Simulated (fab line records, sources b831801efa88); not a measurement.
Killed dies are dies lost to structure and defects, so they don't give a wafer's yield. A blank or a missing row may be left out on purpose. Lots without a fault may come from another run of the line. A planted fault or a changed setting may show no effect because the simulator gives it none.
Split-lot experiment | flow sfq_line | 5 lots, 23 wafers read, on a route of 325 steps

THE SPLIT
At SFQ_TRILAYER_JJ_CE_LITHO_COAT_119 (resist thk 62 nm), the setting spin_rpm was moved away from the recipe's 3000 rpm on 9 of the 23 wafers read, by -4.2% to +4.1%. The other wafers ran this setting at the recipe's value.

The reading is taken at the split's own step.

THE READING
BARC_of_TRILAYER_JJ_CE_LITHO_COAT_119.thk_nm (the simulator's own value, which no gauge read), in nm, at SFQ_TRILAYER_JJ_CE_LITHO_COAT_119 (resist thk 62 nm). The file gives no usual value for it. The 14 wafers here that ran the recipe average 61.89 nm, standard deviation 0.19 nm.

wafer  | tool, chamber at the split | spin_rpm as run, rpm | against the recipe | BARC_of_TRILAYER_JJ_CE_LITHO_COAT_119.thk_nm, nm | against lot-mates on the recipe
L074.1 | litho_track-03, 0          | 2936                 | -2.1%              | 62.33                                            | +0.69
L074.2 | litho_track-03, 0          | 3000                 | recipe             | 61.64                                            | -
L074.3 | litho_track-03, 0          | 3000                 | recipe             | 61.66                                            | -
L074.4 | litho_track-03, 0          | 2936                 | -2.1%              | 62.39                                            | +0.75
L074.6 | litho_track-03, 0          | 3000                 | recipe             | 61.61                                            | -
L075.3 | litho_track-02, 0          | 3000                 | recipe             | 62.15                                            | -
L075.4 | litho_track-02, 0          | 3000                 | recipe             | 61.95                                            | -
L075.5 | litho_track-02, 0          | 3000                 | recipe             | 62.07                                            | -
L076.2 | litho_track-03, 0          | 3000                 | recipe             | 61.73                                            | -
L076.3 | litho_track-03, 0          | 3000                 | recipe             | 61.72                                            | -
L076.4 | litho_track-03, 0          | 2875                 | -4.2%              | 63.09                                            | +1.35
L076.5 | litho_track-03, 0          | 2875                 | -4.2%              | 63                                               | +1.26
L076.6 | litho_track-03, 0          | 3000                 | recipe             | 61.77                                            | -
L077.1 | litho_track-02, 0          | 2893                 | -3.6%              | 63.13                                            | +1.02
L077.3 | litho_track-02, 0          | 3000                 | recipe             | 62.12                                            | -
L077.4 | litho_track-02, 0          | 2893                 | -3.6%              | 63.16                                            | +1.05
L077.5 | litho_track-02, 0          | 3000                 | recipe             | 62.1                                             | -
L077.6 | litho_track-02, 0          | 2893                 | -3.6%              | 63.3                                             | +1.19
L083.2 | litho_track-04, 0          | 3000                 | recipe             | 61.85                                            | -
L083.3 | litho_track-04, 0          | 3000                 | recipe             | 62.02                                            | -
L083.4 | litho_track-04, 0          | 3123                 | +4.1%              | 60.71                                            | -1.27
L083.5 | litho_track-04, 0          | 3123                 | +4.1%              | 60.94                                            | -1.04
L083.6 | litho_track-04, 0          | 3000                 | recipe             | 62.06                                            | -

THE FIT
A straight line over all 23 wafers: BARC_of_TRILAYER_JJ_CE_LITHO_COAT_119.thk_nm changes by -0.294 nm for each +1% of spin_rpm; r = -0.96; the points scatter about the line by 0.2 nm.
The same after taking each lot's own level away (the mean of its wafers on the recipe; 23 wafers): -0.3 nm for each +1%; r = -0.99; scatter 0.075 nm.
On that fit, the largest move of spin_rpm shifts the reading by 1.3 nm.
The lots' own levels span 61.637 to 62.110 nm, that is 2.5 times the standard deviation above.
So the lot-to-lot level changes the slope little: the two slopes agree.
Check: with one of the wafers moved furthest among these (-4.2%) left out of the fit, the line predicts +1.26 nm for it against its lot-mates. It came out at +1.35 nm against them.

OTHER SPLITS ON THESE WAFERS
These wafers also went through other splits before the reading. Each is held against what the fit with the lots' levels taken away leaves over:
other split on the same wafers                    | wafers away from the commonest value | r with BARC_of_TRILAYER_JJ_CE_LITHO_COAT_119.thk_nm (lot level and that fit taken away)
SFQ_TRILAYER_I2_VIA_BARC_OPEN_VIA_ETCH_096 bias_w | 5                                    | +0.10
SFQ_TRILAYER_M3_BARC_OPEN_METAL_ETCH_100 time_s   | 10                                   | -0.05
SFQ_TRILAYER_I3_VIA_LITHO_COAT_085 spin_rpm       | 8                                    | +0.14
SFQ_TRILAYER_I3_VIA_BARC_OPEN_VIA_ETCH_121 time_s | 9                                    | -0.13
SFQ_TRILAYER_M4_LITHO_COAT_093 resist_thk_nm      | 8                                    | +0.05
SFQ_TRILAYER_M4_ETCH_METAL_ETCH_096 time_s        | 10                                   | +0.12
SFQ_TRILAYER_I4_DEP_PECVD_099 time_s              | 8                                    | -0.06
SFQ_TRILAYER_I4_VIA_LITHO_EXPOSE_104 dose_mj      | 7                                    | -0.09
SFQ_TRILAYER_I4_VIA_BARC_OPEN_VIA_ETCH_146 bias_w | 7                                    | -0.06

THE FILE'S OWN FIT
BARC_of_TRILAYER_JJ_CE_LITHO_COAT_119.thk_nm changes by -0.302 nm for each +1% of spin_rpm, r = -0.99.
